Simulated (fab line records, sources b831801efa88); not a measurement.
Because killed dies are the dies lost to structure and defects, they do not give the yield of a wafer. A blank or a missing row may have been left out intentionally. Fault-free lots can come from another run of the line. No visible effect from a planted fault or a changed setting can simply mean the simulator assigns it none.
A lot that was struck, set against a sound lot	flow sky130	23 out of 708 route steps
Sound: these wafers, L870.3, L870.4, L870.5. Struck: wafers L879.4, L879.5 (left out: L879.2, a lot-mate that was not struck); the cause follows at the end.
Each step with rows lists, per side, the tool, then ch with its chambers, then its first start. Under that, the readings that differ: sound wafers	struck wafers	difference of the means	sigmas: that difference in standard deviations of wafers without a fault.
alike: words and numbers the same on both sides, and readings whose means are apart by under 2 such deviations; not compared: readings that were withheld, readings missing a value for some wafer, numbers with overlapping values and no deviation given by the record, and bounds like >300 which may hide the same value.
Wherever a step has rows on one side only, a row that says differs or no value, or a row with sigmas, the two part there. Numbers that have no deviation but don't overlap get no sigmas and don't part them. Lack of a reading on every wafer of one side parts them only where that side has two or more wafers.

first, 8 steps without rows for these wafers: SKY_LDD_N_IMPLANT_08; SKY_LDD_N_IMPLANT_09; SKY_LDD_N_IMPLANT_10; SKY_LDD_N_IMPLANT_11; SKY_LDD_N_IMPLANT_12; SKY_LDD_N_IMPLANT_13; SKY_LDD_N_IMPLANT_14; SKY_LDD_N_IMPLANT_15.
SKY_LDD_N_STRIP_16: strips in O2/N2.
  sound on plasma asher-04 ch 0,1, day 17 16:27; struck on plasma asher-03 ch 1, day 21 05:07
  alike: chamber pressure mTorr, drypump motor current A, n2 flow sccm, oes product au, strip time to endpoint s
  not compared: rf hours counter h
SKY_LDD_N_TW_MEAS_17:
  struck on film metro-03, day 21 05:14; sound on film metro-02, day 17 16:32
  alike: LDD_N_TW
then, 2 steps without rows for these wafers: SKY_LDD_P_DEHYDRATE_00 (time 60 s); SKY_LDD_P_HMDS_01 (prime time 60 s).
SKY_LDD_P_COAT_02: resist thk 1140 nm.
  sound on litho track-01 ch 0, day 18 07:39; struck on litho track-02 ch 0, day 21 19:50
reading	sound	struck	difference	sigmas
model.NOVOLAK_of_LDD_P_COAT_02.thk nm (nm)	1144 1141 1145	1235 1233	+91	
  alike: exhaust pa
then, 3 steps without rows for these wafers: SKY_LDD_P_SOFTBAKE_03 (time 60 s); SKY_LDD_P_EXPOSE_04 (exposes mask PSDM, target cd 380 nm); SKY_LDD_P_PEB_05.
SKY_LDD_P_DEVELOP_06: develop time 60 s.
  sound on litho track-02 ch 0, day 18 22:04; struck on litho track-01 ch 0, day 22 10:19
reading	sound	struck	difference	sigmas
model.NOVOLAK_of_LDD_P_COAT_02.thk nm (nm)	1143 1140 1144	1235 1233	+92	
  alike: exhaust pa
SKY_LDD_P_CD_MEAS_07: the cd target is 380 nm.
  struck on cd sem-01, day 22 10:45; sound on cd sem-01, day 18 22:13
reading	sound	struck	difference	sigmas
cd nm (nm)	379.4 380.3 380.0	370.1 368.5	-10.6	-5
  not compared: hold
SKY_LDD_P_OVL_MEAS_08:
  struck on overlay-01, day 22 13:40; sound on overlay-01, day 18 22:18
reading	sound	struck	difference	sigmas
hold	- - -	await dispo/2.8h/release await dispo/2.8h/release	no value on the sound wafers	
  alike: LDD_P_OVL
then, 1 step without rows for these wafers: SKY_LDD_P_IMPLANT_09.
SKY_LDD_P_STRIP_10: strips in O2/N2.
  sound on plasma asher-01 ch 0,1, day 18 22:31; struck on plasma asher-01 ch 0, day 22 13:58
reading	sound	struck	difference	sigmas
strip time to endpoint s (s)	14.23 14.19 14.23	15.24 15.23	+1.02	+26
  alike: chamber pressure mTorr, drypump motor current A, n2 flow sccm, oes product au
  not compared: rf hours counter h
SKY_LDD_P_TW_MEAS_11:
  struck on film metro-02, day 22 14:05; sound on film metro-02, day 18 22:36
  alike: LDD_P_TW
SKY_PAD_OPEN_PROBE_99:
  sound wafers here have rows in the record (prober-02, day 45 20:16); struck ones have none

WHERE THEY PART
First at SKY_LDD_P_CD_MEAS_07; last, within this record, at SKY_PAD_OPEN_PROBE_99.

WHY: what the simulator had put in
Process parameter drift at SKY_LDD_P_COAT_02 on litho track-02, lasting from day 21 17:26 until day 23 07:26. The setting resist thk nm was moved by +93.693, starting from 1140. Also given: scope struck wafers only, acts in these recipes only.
